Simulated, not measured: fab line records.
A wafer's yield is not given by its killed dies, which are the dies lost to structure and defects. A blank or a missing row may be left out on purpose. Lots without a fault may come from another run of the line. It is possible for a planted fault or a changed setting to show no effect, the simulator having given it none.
fab line records :: flow sky130 :: part 2 of 2: steps 26 to 38 of 38
record:
  lots: 5
  wafers: 15
  lastDay: 51
route steps=708 shown VIA4@652 METAL5@661 PASSIVATION@681
lots with no fault: from the same line, run without faults
startH: hours from the record's first day to the start of the lot's first wafer shown :: waitH: time in hours since the lot's previous step :: " same as the row above :: L1.1+2: several wafers, shown together as one row :: - no value present, or no start provided :: * or withheld: withheld :: < > ~ a bound
route shown NAME@n: NAME is a module with steps in the file, n the number in the route of the first one :: usual: the fault-free wafers' mean and standard deviation :: same: alike in all rows :: chamber/n: place in a boat :: sites: the reading at each site :: _std_site: their standard deviation :: _edge_site: outer sites' mean less inner sites' :: radiusMm: how far each site lies from the wafer's centre :: mask NAME#n: copy n :: behind: the tool/chamber that last shaped the wafer :: hold: the reason the lot was held/the length of the hold in hours/how it ended :: device: the transistor (n, p or np) that didn't switch :: end of line: tests of these same wafers at the route's end :: a step without rows: its recipe alone :: killed: at the first sort, the dies lost to defects and structure; wafer yield is something else :: map: a wafer's dies, marking killed ones x, the rest . and places with no die _
set.NAME: the setting as run; set.NAME@STEP: as run at that earlier step :: model.NAME: the simulator's own value behind a step, which no gauge read
a table for each step, a row for each wafer; lots at some steps of the route
services: when a tool's chamber went out of use (startH, in hours from the record's first day, below 0 if earlier), for how many hours, and the reason
== steps ==
step: SKY_METAL5_STRIP_16
recipe:
  chemistry: O2/N2
  powerW: 1400
  pressureMtorr: 1500
  platenTempC: withheld
  o2FlowSccm: 3000
  n2FlowSccm: 300
  overashFraction: 0.5
usual:
  drypumpMotorCurrentA: 5.8/0.4
  n2FlowSccm: 300.0/0.82
  oesProductAu: 0.710/0.0045
  stripTimeToEndpointS: 13.01/0.1
same:
  overashFraction: 0.5
lot.wafer: L076.2
tool: plasmaAsher-02
chamber: 0
startH: 1068.78
waitH: 0.2
drypumpMotorCurrentA: 6.0
n2FlowSccm: 300.9
oesProductAu: 0.711
rfHoursCounterH: 96
stripTimeToEndpointS: 13.08

lot.wafer: L076.3
tool: plasmaAsher-02
chamber: 0
startH: 1068.78
waitH: 0.2
drypumpMotorCurrentA: 6.0
n2FlowSccm: 300.6
oesProductAu: 0.708
rfHoursCounterH: -
stripTimeToEndpointS: 13.19

lot.wafer: L076.4
tool: plasmaAsher-02
chamber: 1
startH: 1068.78
waitH: 0.2
drypumpMotorCurrentA: 6.1
n2FlowSccm: 299.7
oesProductAu: 0.714
rfHoursCounterH: -
stripTimeToEndpointS: 13.01

lot.wafer: L077.1
tool: plasmaAsher-04
chamber: 0
startH: 1073.06
waitH: 0.2
drypumpMotorCurrentA: 5.3
n2FlowSccm: 301.3
oesProductAu: 0.704
rfHoursCounterH: 1
stripTimeToEndpointS: 13.05

lot.wafer: L077.2
tool: plasmaAsher-04
chamber: 1
startH: 1073.06
waitH: 0.2
drypumpMotorCurrentA: 6.1
n2FlowSccm: 299.6
oesProductAu: 0.710
rfHoursCounterH: 1
stripTimeToEndpointS: 12.92

lot.wafer: L077.4
tool: plasmaAsher-04
chamber: 0
startH: 1073.06
waitH: 0.2
drypumpMotorCurrentA: 5.3
n2FlowSccm: 300.8
oesProductAu: 0.713
rfHoursCounterH: -
stripTimeToEndpointS: 13.12

lot.wafer: L085.1
tool: plasmaAsher-01
chamber: 0
startH: 1123.83
waitH: 0.2
drypumpMotorCurrentA: 6.0
n2FlowSccm: 298.3
oesProductAu: 0.717
rfHoursCounterH: 37
stripTimeToEndpointS: 12.96

lot.wafer: L085.2
tool: plasmaAsher-01
chamber: 1
startH: 1123.83
waitH: 0.2
drypumpMotorCurrentA: 5.1
n2FlowSccm: 300.7
oesProductAu: 0.709
rfHoursCounterH: 37
stripTimeToEndpointS: 12.89

lot.wafer: L085.3
tool: plasmaAsher-01
chamber: 1
startH: 1123.83
waitH: 0.2
drypumpMotorCurrentA: 5.1
n2FlowSccm: 300.5
oesProductAu: 0.710
rfHoursCounterH: -
stripTimeToEndpointS: 12.89

lot.wafer: L095.1
tool: plasmaAsher-01
chamber: 0
startH: 1175.35
waitH: 0.4
drypumpMotorCurrentA: 6.0
n2FlowSccm: 300.2
oesProductAu: 0.708
rfHoursCounterH: 42
stripTimeToEndpointS: 13.04

lot.wafer: L095.4
tool: plasmaAsher-01
chamber: 0
startH: 1175.35
waitH: 0.4
drypumpMotorCurrentA: 6.0
n2FlowSccm: 300.9
oesProductAu: 0.715
rfHoursCounterH: -
stripTimeToEndpointS: 13.00

lot.wafer: L095.5
tool: plasmaAsher-01
chamber: 0
startH: 1175.35
waitH: 0.4
drypumpMotorCurrentA: 6.0
n2FlowSccm: 299.6
oesProductAu: 0.711
rfHoursCounterH: -
stripTimeToEndpointS: 13.01

lot.wafer: L096.1
tool: plasmaAsher-02
chamber: 1
startH: 1176.55
waitH: 0.4
drypumpMotorCurrentA: 6.1
n2FlowSccm: 300.0
oesProductAu: 0.710
rfHoursCounterH: 106
stripTimeToEndpointS: 12.96

lot.wafer: L096.2
tool: plasmaAsher-02
chamber: 0
startH: 1176.55
waitH: 0.4
drypumpMotorCurrentA: 6.0
n2FlowSccm: 299.6
oesProductAu: 0.708
rfHoursCounterH: 106
stripTimeToEndpointS: 12.88

lot.wafer: L096.3
tool: plasmaAsher-02
chamber: 0
startH: 1176.55
waitH: 0.4
drypumpMotorCurrentA: 6.0
n2FlowSccm: 299.9
oesProductAu: 0.713
rfHoursCounterH: -
stripTimeToEndpointS: 12.93
step: SKY_METAL5_STRIP_17
recipe:
  chemistry: postEtchResidueRemover
  timeS: 1200
  tempC: 72.5
lot.wafer: L076.2+3+4
tool: wetBench-02
chamber: 2
startH: 1068.88
waitH: 0.1

lot.wafer: L077.1+2+4
tool: wetBench-01
chamber: 3
startH: 1073.16
waitH: 0.1

lot.wafer: L085.1+2+3
tool: wetBench-01
chamber: 0
startH: 1123.93
waitH: 0.1

lot.wafer: L095.1+4+5
tool: wetBench-04
chamber: 0
startH: 1175.45
waitH: 0.1

lot.wafer: L096.1+2+3
tool: wetBench-01
chamber: 0
startH: 1176.65
waitH: 0.1
step: SKY_METAL5_CLEAN_18
recipe:
  chemistry: IPA
  timeS: 180
  tempC: 25
lot.wafer: L076.2+3+4
tool: wetBench-04
chamber: 1
startH: 1069.22
waitH: 0.0

lot.wafer: L077.1+2+4
tool: wetBench-01
chamber: 1
startH: 1074.65
waitH: 0.0

lot.wafer: L085.1+2+3
tool: wetBench-04
chamber: 1
startH: 1124.27
waitH: 0.0

lot.wafer: L095.1+4+5
tool: wetBench-04
chamber: 1
startH: 1175.79
waitH: 0.0

lot.wafer: L096.1+2+3
tool: wetBench-02
chamber: 2
startH: 1177.02
waitH: 0.0
step: SKY_METAL5_CLEAN_19
recipe:
  chemistry: O3/DIW
  dry: n2Spin
lot.wafer: L076.2+3+4
tool: wetBench-02
chamber: 2
startH: 1069.28
waitH: 0.0

lot.wafer: L077.1+2+4
tool: wetBench-02
chamber: 3
startH: 1074.91
waitH: 0.0

lot.wafer: L085.1+2+3
tool: wetBench-02
chamber: 2
startH: 1124.33
waitH: 0.0

lot.wafer: L095.1+4+5
tool: wetBench-04
chamber: 3
startH: 1175.85
waitH: 0.0

lot.wafer: L096.1+2+3
tool: wetBench-04
chamber: 1
startH: 1177.08
waitH: 0.0
step: SKY_PASSIVATION_CVD_00
recipe:
  material: SiO2
  targetThkNm: 90
  tempC: 400
  timeS: withheld
  rfW: 600
usual:
  heaterPowerW: 632/93
  rfFwdPowerW: 588.9/3
lot.wafer: L076.2
tool: pecvd-03
chamber: 0
startH: 1069.38
waitH: 0.0
heaterPowerW: 669
rfFwdPowerW: 591.3

lot.wafer: L076.3
tool: pecvd-03
chamber: 2
startH: 1069.38
waitH: 0.0
heaterPowerW: 458
rfFwdPowerW: 591.1

lot.wafer: L076.4
tool: pecvd-03
chamber: 1
startH: 1069.38
waitH: 0.0
heaterPowerW: 632
rfFwdPowerW: 587.2

lot.wafer: L077.1
tool: pecvd-04
chamber: 1
startH: 1075.00
waitH: 0.0
heaterPowerW: 564
rfFwdPowerW: 587.5

lot.wafer: L077.2
tool: pecvd-04
chamber: 2
startH: 1075.00
waitH: 0.0
heaterPowerW: 538
rfFwdPowerW: 592.5

lot.wafer: L077.4
tool: pecvd-04
chamber: 1
startH: 1075.00
waitH: 0.0
heaterPowerW: 570
rfFwdPowerW: 588.4

lot.wafer: L085.1
tool: pecvd-04
chamber: 1
startH: 1124.42
waitH: 0.0
heaterPowerW: 682
rfFwdPowerW: 584.9

lot.wafer: L085.2
tool: pecvd-04
chamber: 0
startH: 1124.42
waitH: 0.0
heaterPowerW: 793
rfFwdPowerW: 587.0

lot.wafer: L085.3
tool: pecvd-04
chamber: 2
startH: 1124.42
waitH: 0.0
heaterPowerW: 648
rfFwdPowerW: 590.5

lot.wafer: L095.1
tool: pecvd-03
chamber: 1
startH: 1175.94
waitH: 0.0
heaterPowerW: 559
rfFwdPowerW: 583.6

lot.wafer: L095.4
tool: pecvd-03
chamber: 2
startH: 1175.94
waitH: 0.0
heaterPowerW: 464
rfFwdPowerW: 589.0

lot.wafer: L095.5
tool: pecvd-03
chamber: 0
startH: 1175.94
waitH: 0.0
heaterPowerW: 646
rfFwdPowerW: 597.0

lot.wafer: L096.1
tool: pecvd-04
chamber: 0
startH: 1177.17
waitH: 0.0
heaterPowerW: 701
rfFwdPowerW: 587.4

lot.wafer: L096.2
tool: pecvd-04
chamber: 1
startH: 1177.17
waitH: 0.0
heaterPowerW: 688
rfFwdPowerW: 590.3

lot.wafer: L096.3
tool: pecvd-04
chamber: 2
startH: 1177.17
waitH: 0.0
heaterPowerW: 639
rfFwdPowerW: 591.0
step: SKY_PASSIVATION_THK_MEAS_01
recipe:
  reads: SiO2_of_PASSIVATION_CVD_00
usual:
  PASSIVATION_CVD_00_THK: 89.9/1.3
lot.wafer: L076.2
tool: filmMetro-03
chamber: -
startH: 1069.41
waitH: -
PASSIVATION_CVD_00_THK[nm]: 88.4

lot.wafer: L076.3
tool: filmMetro-03
chamber: -
startH: 1069.41
waitH: -
PASSIVATION_CVD_00_THK[nm]: 88.7

lot.wafer: L076.4
tool: filmMetro-03
chamber: -
startH: 1069.41
waitH: -
PASSIVATION_CVD_00_THK[nm]: 90.7

lot.wafer: L077.1
tool: filmMetro-03
chamber: -
startH: 1075.02
waitH: -
PASSIVATION_CVD_00_THK[nm]: 90.0

lot.wafer: L077.2
tool: filmMetro-03
chamber: -
startH: 1075.02
waitH: -
PASSIVATION_CVD_00_THK[nm]: 87.4

lot.wafer: L077.4
tool: filmMetro-03
chamber: -
startH: 1075.02
waitH: -
PASSIVATION_CVD_00_THK[nm]: 90.0

lot.wafer: L085.1
tool: filmMetro-03
chamber: -
startH: 1124.67
waitH: -
PASSIVATION_CVD_00_THK[nm]: 89.0

lot.wafer: L085.2
tool: filmMetro-03
chamber: -
startH: 1124.67
waitH: -
PASSIVATION_CVD_00_THK[nm]: 88.7

lot.wafer: L085.3
tool: filmMetro-03
chamber: -
startH: 1124.67
waitH: -
PASSIVATION_CVD_00_THK[nm]: 88.1

lot.wafer: L095.1
tool: filmMetro-03
chamber: -
startH: 1175.97
waitH: -
PASSIVATION_CVD_00_THK[nm]: 88.9

lot.wafer: L095.4
tool: filmMetro-03
chamber: -
startH: 1175.97
waitH: -
PASSIVATION_CVD_00_THK[nm]: 91.1

lot.wafer: L095.5
tool: filmMetro-03
chamber: -
startH: 1175.97
waitH: -
PASSIVATION_CVD_00_THK[nm]: 90.5

lot.wafer: L096.1
tool: filmMetro-03
chamber: -
startH: 1177.20
waitH: -
PASSIVATION_CVD_00_THK[nm]: 88.2

lot.wafer: L096.2
tool: filmMetro-03
chamber: -
startH: 1177.20
waitH: -
PASSIVATION_CVD_00_THK[nm]: 88.0

lot.wafer: L096.3
tool: filmMetro-03
chamber: -
startH: 1177.20
waitH: -
PASSIVATION_CVD_00_THK[nm]: 88.5
step: SKY_PASSIVATION_CVD_02
recipe:
  material: Si3N4
  targetThkNm: 540
  tempC: 400
  timeS: withheld
  rfW: 450
usual:
  heaterPowerW: 667/100
  rfFwdPowerW: 449.3/1.3
lot.wafer: L076.2
tool: pecvd-04
chamber: 1
startH: 1069.46
waitH: 0.0
heaterPowerW: 709
rfFwdPowerW: 448.3

lot.wafer: L076.3
tool: pecvd-04
chamber: 0
startH: 1069.46
waitH: 0.0
heaterPowerW: 813
rfFwdPowerW: 448.4

lot.wafer: L076.4
tool: pecvd-04
chamber: 2
startH: 1069.46
waitH: 0.0
heaterPowerW: 649
rfFwdPowerW: 448.8

lot.wafer: L077.1
tool: pecvd-02
chamber: 0
startH: 1075.08
waitH: 0.1
heaterPowerW: 693
rfFwdPowerW: 449.3

lot.wafer: L077.2
tool: pecvd-02
chamber: 1
startH: 1075.08
waitH: 0.1
heaterPowerW: 651
rfFwdPowerW: 449.3

lot.wafer: L077.4
tool: pecvd-02
chamber: 1
startH: 1075.08
waitH: 0.1
heaterPowerW: 666
rfFwdPowerW: 450.9

lot.wafer: L085.1
tool: pecvd-03
chamber: 1
startH: 1124.73
waitH: 0.1
heaterPowerW: 646
rfFwdPowerW: 449.5

lot.wafer: L085.2
tool: pecvd-03
chamber: 2
startH: 1124.73
waitH: 0.1
heaterPowerW: 472
rfFwdPowerW: 449.1

lot.wafer: L085.3
tool: pecvd-03
chamber: 2
startH: 1124.73
waitH: 0.1
heaterPowerW: 504
rfFwdPowerW: 448.2

lot.wafer: L095.1
tool: pecvd-02
chamber: 0
startH: 1176.03
waitH: 0.1
heaterPowerW: 725
rfFwdPowerW: 448.8

lot.wafer: L095.4
tool: pecvd-02
chamber: 2
startH: 1176.03
waitH: 0.1
heaterPowerW: 815
rfFwdPowerW: 450.0

lot.wafer: L095.5
tool: pecvd-02
chamber: 0
startH: 1176.03
waitH: 0.1
heaterPowerW: 753
rfFwdPowerW: 448.5

lot.wafer: L096.1
tool: pecvd-03
chamber: 0
startH: 1177.26
waitH: 0.1
heaterPowerW: 628
rfFwdPowerW: 449.0

lot.wafer: L096.2
tool: pecvd-03
chamber: 1
startH: 1177.26
waitH: 0.1
heaterPowerW: 731
rfFwdPowerW: 449.6

lot.wafer: L096.3
tool: pecvd-03
chamber: 2
startH: 1177.26
waitH: 0.1
heaterPowerW: 489
rfFwdPowerW: 451.2
step: SKY_PASSIVATION_THK_MEAS_03
recipe:
  reads: Si3N4_of_PASSIVATION_CVD_02
usual:
  PASSIVATION_CVD_02_THK: 541/6.3
lot.wafer: L076.2
tool: filmMetro-02
chamber: -
startH: 1069.70
waitH: -
PASSIVATION_CVD_02_THK[nm]: 538

lot.wafer: L076.3
tool: filmMetro-02
chamber: -
startH: 1069.70
waitH: -
PASSIVATION_CVD_02_THK[nm]: 537

lot.wafer: L076.4
tool: filmMetro-02
chamber: -
startH: 1069.70
waitH: -
PASSIVATION_CVD_02_THK[nm]: 542

lot.wafer: L077.1
tool: filmMetro-03
chamber: -
startH: 1075.31
waitH: -
PASSIVATION_CVD_02_THK[nm]: 535

lot.wafer: L077.2
tool: filmMetro-03
chamber: -
startH: 1075.31
waitH: -
PASSIVATION_CVD_02_THK[nm]: 536

lot.wafer: L077.4
tool: filmMetro-03
chamber: -
startH: 1075.31
waitH: -
PASSIVATION_CVD_02_THK[nm]: 540

lot.wafer: L085.1
tool: filmMetro-03
chamber: -
startH: 1125.17
waitH: -
PASSIVATION_CVD_02_THK[nm]: 531

lot.wafer: L085.2
tool: filmMetro-03
chamber: -
startH: 1125.17
waitH: -
PASSIVATION_CVD_02_THK[nm]: 537

lot.wafer: L085.3
tool: filmMetro-03
chamber: -
startH: 1125.17
waitH: -
PASSIVATION_CVD_02_THK[nm]: 538

lot.wafer: L095.1
tool: filmMetro-03
chamber: -
startH: 1176.25
waitH: -
PASSIVATION_CVD_02_THK[nm]: 544

lot.wafer: L095.4
tool: filmMetro-03
chamber: -
startH: 1176.25
waitH: -
PASSIVATION_CVD_02_THK[nm]: 542

lot.wafer: L095.5
tool: filmMetro-03
chamber: -
startH: 1176.25
waitH: -
PASSIVATION_CVD_02_THK[nm]: 543

lot.wafer: L096.1
tool: filmMetro-01
chamber: -
startH: 1177.48
waitH: -
PASSIVATION_CVD_02_THK[nm]: 535

lot.wafer: L096.2
tool: filmMetro-01
chamber: -
startH: 1177.48
waitH: -
PASSIVATION_CVD_02_THK[nm]: 534

lot.wafer: L096.3
tool: filmMetro-01
chamber: -
startH: 1177.48
waitH: -
PASSIVATION_CVD_02_THK[nm]: 533
step: SKY_PASSIVATION_DEHYDRATE_04
recipe:
  tempC: 200
  timeS: 60
lot.wafer: L076.2+3+4
tool: lithoTrack-03
chamber: 0
startH: 1080.52
waitH: 10.8

lot.wafer: L077.1+2+4
tool: lithoTrack-02
chamber: 0
startH: 1085.46
waitH: 10.1

lot.wafer: L085.1+2+3
tool: lithoTrack-03
chamber: 0
startH: 1134.29
waitH: 9.1

lot.wafer: L095.1+4+5
tool: lithoTrack-04
chamber: 0
startH: 1184.62
waitH: 8.4

lot.wafer: L096.1+2+3
tool: lithoTrack-04
chamber: 0
startH: 1185.62
waitH: 8.1
step: SKY_PASSIVATION_HMDS_05
recipe:
  primeTimeS: 60
  primeTempC: 120
usual:
  primeTempC: 119.98/0.15
lot.wafer: L076.2
tool: lithoTrack-03
chamber: 0
startH: 1080.67
waitH: 0.1
primeTempC: 120.15

lot.wafer: L076.3
tool: lithoTrack-03
chamber: 0
startH: 1080.67
waitH: 0.1
primeTempC: 120.25

lot.wafer: L076.4
tool: lithoTrack-03
chamber: 0
startH: 1080.67
waitH: 0.1
primeTempC: 120.08

lot.wafer: L077.1
tool: lithoTrack-02
chamber: 0
startH: 1085.61
waitH: 0.1
primeTempC: 119.95

lot.wafer: L077.2
tool: lithoTrack-02
chamber: 0
startH: 1085.61
waitH: 0.1
primeTempC: 120.22

lot.wafer: L077.4
tool: lithoTrack-02
chamber: 0
startH: 1085.61
waitH: 0.1
primeTempC: 120.19

lot.wafer: L085.1
tool: lithoTrack-03
chamber: 0
startH: 1134.44
waitH: 0.1
primeTempC: 119.64

lot.wafer: L085.2
tool: lithoTrack-03
chamber: 0
startH: 1134.44
waitH: 0.1
primeTempC: 119.76

lot.wafer: L085.3
tool: lithoTrack-03
chamber: 0
startH: 1134.44
waitH: 0.1
primeTempC: 119.88

lot.wafer: L095.1
tool: lithoTrack-04
chamber: 0
startH: 1184.77
waitH: 0.1
primeTempC: 119.93

lot.wafer: L095.4
tool: lithoTrack-04
chamber: 0
startH: 1184.77
waitH: 0.1
primeTempC: 119.76

lot.wafer: L095.5
tool: lithoTrack-04
chamber: 0
startH: 1184.77
waitH: 0.1
primeTempC: 119.98

lot.wafer: L096.1
tool: lithoTrack-04
chamber: 0
startH: 1185.77
waitH: 0.1
primeTempC: 120.27

lot.wafer: L096.2
tool: lithoTrack-04
chamber: 0
startH: 1185.77
waitH: 0.1
primeTempC: 120.23

lot.wafer: L096.3
tool: lithoTrack-04
chamber: 0
startH: 1185.77
waitH: 0.1
primeTempC: 120.04
step: SKY_PASSIVATION_COAT_06
recipe:
  spinRpm: 2000
  resistThkNm: 3000
usual:
  spinSpeedRpm: 2000.1/1.5
lot.wafer: L076.2
tool: lithoTrack-03
chamber: 0
startH: 1080.82
waitH: 0.1
spinSpeedRpm: 2003.0

lot.wafer: L076.3
tool: lithoTrack-03
chamber: 0
startH: 1080.82
waitH: 0.1
spinSpeedRpm: 2000.0

lot.wafer: L076.4
tool: lithoTrack-03
chamber: 0
startH: 1080.82
waitH: 0.1
spinSpeedRpm: 2001.1

lot.wafer: L077.1
tool: lithoTrack-02
chamber: 0
startH: 1085.76
waitH: 0.1
spinSpeedRpm: 2001.7

lot.wafer: L077.2
tool: lithoTrack-02
chamber: 0
startH: 1085.76
waitH: 0.1
spinSpeedRpm: 2000.0

lot.wafer: L077.4
tool: lithoTrack-02
chamber: 0
startH: 1085.76
waitH: 0.1
spinSpeedRpm: 2003.3

lot.wafer: L085.1
tool: lithoTrack-03
chamber: 0
startH: 1134.59
waitH: 0.1
spinSpeedRpm: 2000.3

lot.wafer: L085.2
tool: lithoTrack-03
chamber: 0
startH: 1134.59
waitH: 0.1
spinSpeedRpm: 2003.0

lot.wafer: L085.3
tool: lithoTrack-03
chamber: 0
startH: 1134.59
waitH: 0.1
spinSpeedRpm: 2000.6

lot.wafer: L095.1
tool: lithoTrack-04
chamber: 0
startH: 1184.92
waitH: 0.1
spinSpeedRpm: 1999.7

lot.wafer: L095.4
tool: lithoTrack-04
chamber: 0
startH: 1184.92
waitH: 0.1
spinSpeedRpm: 2001.0

lot.wafer: L095.5
tool: lithoTrack-04
chamber: 0
startH: 1184.92
waitH: 0.1
spinSpeedRpm: 2000.9

lot.wafer: L096.1
tool: lithoTrack-04
chamber: 0
startH: 1185.92
waitH: 0.1
spinSpeedRpm: 2001.8

lot.wafer: L096.2
tool: lithoTrack-04
chamber: 0
startH: 1185.92
waitH: 0.1
spinSpeedRpm: 1999.9

lot.wafer: L096.3
tool: lithoTrack-04
chamber: 0
startH: 1185.92
waitH: 0.1
spinSpeedRpm: 1997.5
step: SKY_PASSIVATION_SOFTBAKE_07
recipe:
  tempC: 110
  timeS: withheld
lot.wafer: L076.2+3+4
tool: lithoTrack-03
chamber: 0
startH: 1080.98
waitH: 0.1

lot.wafer: L077.1+2+4
tool: lithoTrack-02
chamber: 0
startH: 1085.91
waitH: 0.1

lot.wafer: L085.1+2+3
tool: lithoTrack-03
chamber: 0
startH: 1134.74
waitH: 0.1

lot.wafer: L095.1+4+5
tool: lithoTrack-04
chamber: 0
startH: 1185.07
waitH: 0.1

lot.wafer: L096.1+2+3
tool: lithoTrack-04
chamber: 0
startH: 1186.07
waitH: 0.1
step: SKY_PASSIVATION_EXPOSE_08
recipe:
  maskId: NSM
  targetCdNm: 3000
  na: 0.57
  doseMj: 260
lot.wafer: L076.2+3+4
tool: ilineStepper-01
chamber: 0
startH: -
waitH: -
mask: NSM#0

lot.wafer: L077.1+2+4
tool: ilineStepper-02
chamber: 0
startH: -
waitH: -
mask: NSM#0

lot.wafer: L085.1+2+3
tool: ilineStepper-01
chamber: 0
startH: -
waitH: -
mask: NSM#0

lot.wafer: L095.1+4+5
tool: ilineStepper-01
chamber: 0
startH: -
waitH: -
mask: NSM#0

lot.wafer: L096.1+2+3
tool: ilineStepper-02
chamber: 0
startH: -
waitH: -
mask: NSM#0
== services ==
tool: cvdW-01
chamber: 0
startH: 1036.42
hours: 3.1
kind: repair

tool: pvdSputter-04
chamber: -
startH: 1039.09
hours: 1.9
kind: repair

tool: ilineStepper-02
chamber: -
startH: 1039.20
hours: 1.7
kind: pm

tool: plasmaAsher-04
chamber: -
startH: 1055.25
hours: 9.0
kind: pm

tool: cvdW-01
chamber: -
startH: 1063.85
hours: 0.8
kind: repair

tool: pvdSputter-01
chamber: -
startH: 1064.13
hours: 2.9
kind: repair

tool: pecvd-03
chamber: 0
startH: 1084.84
hours: 74.5
kind: repair

tool: ilineStepper-01
chamber: -
startH: 1085.60
hours: 1.7
kind: pm

tool: pecvd-04
chamber: -
startH: 1087.52
hours: 28.1
kind: pm

tool: ilineStepper-01
chamber: -
startH: 1088.97
hours: 14.7
kind: repair

tool: ilineStepper-01
chamber: -
startH: 1108.71
hours: 1.0
kind: repair

tool: pecvd-04
chamber: -
startH: 1119.36
hours: 0.6
kind: repair

tool: ilineStepper-01
chamber: -
startH: 1121.71
hours: 3.6
kind: repair

tool: cvdW-01
chamber: -
startH: 1123.82
hours: 2.8
kind: pm

tool: cmp-01
chamber: -
startH: 1134.85
hours: 1.2
kind: repair

tool: pecvd-03
chamber: -
startH: 1135.99
hours: 1.5
kind: repair

tool: cmp-01
chamber: -
startH: 1137.56
hours: 1.8
kind: repair

tool: cvdW-01
chamber: 0
startH: 1154.43
hours: 5.2
kind: repair

tool: pecvd-03
chamber: -
startH: 1158.26
hours: 2.8
kind: pm

tool: rieMetal-03
chamber: 0
startH: 1158.97
hours: 1.2
kind: repair

tool: plasmaAsher-04
chamber: -
startH: 1167.40
hours: 2.8
kind: pm

tool: pvdSputter-04
chamber: -
startH: 1168.45
hours: 2.0
kind: repair

tool: cmp-01
chamber: -
startH: 1182.44
hours: 4.0
kind: pm

tool: rieMetal-03
chamber: -
startH: 1185.10
hours: 0.4
kind: repair
